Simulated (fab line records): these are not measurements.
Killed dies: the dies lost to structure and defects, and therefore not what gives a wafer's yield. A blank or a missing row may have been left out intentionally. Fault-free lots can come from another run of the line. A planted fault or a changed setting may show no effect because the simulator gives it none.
Which tool was responsible? ; flow gf180mcu ; Sampling: 11 lots, 33 wafers, 4 of 602 route steps

## WHAT EACH GAUGE READ, for each wafer
GF_M1_THK_MEAS_06: measures by xrf.
lot;measured;on;M1_ALCU_THK (nm)
L147;day 16 07:51;film-metro-01;458 447 459
L149;day 17 01:13;film-metro-01;448 444 444
L150;day 17 05:51;film-metro-03;449 449 451
L155;day 19 01:05;film-metro-03;424 450 450
L156;day 19 20:58;film-metro-03;448 425 449
L160;day 22 01:05;film-metro-03;454 459 453
L162;day 22 03:44;film-metro-03;466 466 461
L163;day 22 15:06;film-metro-01;446 441 443
L165;day 22 23:35;film-metro-03;449 449 445
L169;day 24 04:22;film-metro-04;453 450 450
L170;day 24 15:49;film-metro-03;454 452 454

## EACH LOT AND THE TOOL THAT RAN IT (in order: tool; ch and the chambers of the sampled wafers; start)
lot;GF_CONTACT_STRIP_18;GF_M1_SPUTTER_03;GF_M1_SPUTTER_04
L147;plasma-asher-02 ch 0,1, day 16 06:32;pvd-sputter-02, day 16 07:40;pvd-sputter-02, day 16 07:41
L149;plasma-asher-01 ch 0,1, day 16 23:53;pvd-sputter-02, day 17 01:01;pvd-sputter-02, day 17 01:02
L150;plasma-asher-03 ch 0,1, day 17 04:31;pvd-sputter-04, day 17 05:40;pvd-sputter-04, day 17 05:41
L155;plasma-asher-02 ch 0,1, day 18 23:46;pvd-sputter-04, day 19 00:55;pvd-sputter-04, day 19 00:56
L156;plasma-asher-01 ch 0,1, day 19 19:40;pvd-sputter-04, day 19 20:46;pvd-sputter-04, day 19 20:47
L160;plasma-asher-03 ch 0,1, day 21 23:47;pvd-sputter-03, day 22 00:55;pvd-sputter-03, day 22 00:56
L162;plasma-asher-03 ch 0,1, day 22 02:26;pvd-sputter-02, day 22 03:34;pvd-sputter-02, day 22 03:35
L163;plasma-asher-01 ch 0,1, day 22 13:47;pvd-sputter-02, day 22 14:54;pvd-sputter-02, day 22 14:55
L165;plasma-asher-03 ch 0,1, day 22 22:14;pvd-sputter-04, day 22 23:23;pvd-sputter-04, day 22 23:25
L169;plasma-asher-02 ch 0, day 24 01:36;pvd-sputter-04, day 24 04:11;pvd-sputter-04, day 24 04:13
L170;plasma-asher-01 ch 0,1, day 24 14:30;pvd-sputter-02, day 24 15:38;pvd-sputter-02, day 24 15:40
- GF_CONTACT_STRIP_18: strips in O2/N2.
- GF_M1_SPUTTER_03: material Ti, target thk 10 nm, time 6.7 s.
- GF_M1_SPUTTER_04: material TiN, target thk 50 nm, time 41.7 s.

## AS READ BY THE TOOLS THEMSELVES (means over the sampled wafers that have a number; for cases with no such wafer, the mark the record gives instead)
GF_CONTACT_STRIP_18.
lot;tool;drypump-motor-current-A (A);heater-power-w (W);oes-product-au (a.u.)
L147;plasma-asher-02;6.3;324;0.578
L149;plasma-asher-01;5.6;332;0.586
L150;plasma-asher-03;4.8;381;0.578
L155;plasma-asher-02;6.3;322;0.582
L156;plasma-asher-01;5.6;369;0.580
L160;plasma-asher-03;4.8;379;0.584
L162;plasma-asher-03;4.8;384;0.585
L163;plasma-asher-01;5.6;342;0.581
L165;plasma-asher-03;4.8;382;0.574
L169;plasma-asher-02;6.2;301;0.581
L170;plasma-asher-01;5.6;363;0.585

GF_M1_SPUTTER_03.
lot;tool;chamber-pressure-pa (Pa);throttle-valve-pct (%)
L147;pvd-sputter-02;0.2998;30.1
L149;pvd-sputter-02;0.3001;30.3
L150;pvd-sputter-04;0.2997;28.8
L155;pvd-sputter-04;0.2994;29.9
L156;pvd-sputter-04;0.2996;29.2
L160;pvd-sputter-03;0.3002;31.0
L162;pvd-sputter-02;0.2999;29.4
L163;pvd-sputter-02;0.3002;29.5
L165;pvd-sputter-04;0.3000;29.4
L169;pvd-sputter-04;0.3003;29.0
L170;pvd-sputter-02;0.3003;29.2

GF_M1_SPUTTER_04.
lot;tool;chamber-pressure-pa (Pa);throttle-valve-pct (%)
L147;pvd-sputter-02;0.4010;30.0
L149;pvd-sputter-02;0.4006;30.0
L150;pvd-sputter-04;0.4012;28.9
L155;pvd-sputter-04;0.3995;30.2
L156;pvd-sputter-04;0.3991;29.2
L160;pvd-sputter-03;0.4000;31.1
L162;pvd-sputter-02;0.4000;29.3
L163;pvd-sputter-02;0.4001;29.3
L165;pvd-sputter-04;0.4009;29.5
L169;pvd-sputter-04;0.4001;28.8
L170;pvd-sputter-02;0.4009;29.2

## THE ANSWER, worked out from the rows above alone
Rule: usual is defined by the lots themselves. Put in order of their means at a reading, lots are off if they are a third of the lots or fewer, leave a main group of 4 or more, and stand apart from it by a gap of 3 or more times the standard deviation of the main group's means; of several such gaps the widest counts. If all means in a main group match to the digits the tables above print for the reading, that group is not used. A lot without any number at a reading at which 4 lots or more have one is off too. All remaining lots with rows at the step are treated as sound. Order of review: gauges by route order, followed by the tools' own readings, for which a lot's mean as printed above is used. At the first step where some lot is off, the reading lying furthest off is the one used; lots without a number count as furthest.
Nothing can be told from this: no lot is off at any reading shown.

## WHAT HAD BEEN PUT IN BY THE SIMULATOR
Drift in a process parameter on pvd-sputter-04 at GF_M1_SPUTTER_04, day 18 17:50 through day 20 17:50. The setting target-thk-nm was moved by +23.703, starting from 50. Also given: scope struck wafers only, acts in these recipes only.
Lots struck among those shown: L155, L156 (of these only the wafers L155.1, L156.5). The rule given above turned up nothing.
